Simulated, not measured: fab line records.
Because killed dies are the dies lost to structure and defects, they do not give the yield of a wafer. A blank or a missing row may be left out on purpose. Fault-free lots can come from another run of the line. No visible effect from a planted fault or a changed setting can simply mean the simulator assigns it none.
8D (eight disciplines) problem report, filled in by code | flow gf180mcu | the parts of the form that need people (team, actions taken, sign-off) are left out

== 1. PROBLEM STATEMENT ==
At GF_V2_CMP_26, overpolish_run_s averages 16.281 s over 6 wafers from 2 lots, while fault-free wafers read 14.999 s, standard deviation 0.0093. That is +99 or more standard deviations from the usual mean.
The step: polishes, stops on SiO2, t overpolish 15 s, target thk 0 nm.
First seen on wafer L477.3, day 27 13:17, on cmp-02. Wafers with a number at this step in the record: 39, from 13 lots. By rule, "out" or "out of limits" means more than 4 standard deviations away from the usual mean. Any other wafer with a number is counted as sound.

== 2. WHAT IT IS AND WHAT IT IS NOT ==
question                    | is                     | is not
which readings at this step | overpolish_run_s       | motor_current_A
which lots                  | L477, L478             | L456, L457, L462, L464, L465, L466, L467, L468, L469, L470, L474
which wafers of those lots  | all that have a number | -
read on which tools         | cmp-02                 | cmp-01
when                        | from day 27 13:17      | up to then (33 sound wafers)

== 3. WHAT RULES OUT EACH SUSPECT ==
Counting: any tool at a process step up to the reading is kept as a suspect provided that every lot that is out went through it and no sound lot did after the first of them.
- cmp-02 at GF_V2_CMP_26 (polishes, stops on SiO2, t overpolish 15 s, target thk 0 nm): kept. It processed each lot that is out, first L477 at day 27 13:17, and no sound lot thereafter; up to then, the last sound lot it processed was L474 at day 26 14:18. Out on those wafers are its own readings of overpolish_run_s.
The count leaves cmp-02 at GF_V2_CMP_26.

== 4. THE CAUSE (what the simulator had put in) ==
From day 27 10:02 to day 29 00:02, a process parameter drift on cmp-02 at GF_V2_CMP_26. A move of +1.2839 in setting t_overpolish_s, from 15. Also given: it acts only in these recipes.
The count eliminated every tool but this one.

== 5. SEQUENCE OF EFFECTS, ordered by route ==
One row per reading whose mean, taken over the struck wafers that have a number, lies over 3 standard deviations from the usual. Readings are gone through only where the record gives a usual standard deviation; hours: the median, over the lots, of the time from a lot's start at the first step in this table giving one to that lot's start at this step; sigmas: the change measured in usual standard deviations.
hours | step         | reading          | usual    | on struck wafers | change | sigmas
0     | GF_V2_CMP_26 | overpolish_run_s | 14.999 s | 16.281           | +1.282 | +99 or more
The process steps in it:
- GF_V2_CMP_26: polishes, stops on SiO2, t overpolish 15 s, target thk 0 nm.

== 6. WHAT WOULD HAVE CAUGHT IT SOONER ==
In this record the first reading out of limits was taken at day 27 13:17, 3 hours after the fault began at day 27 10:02.
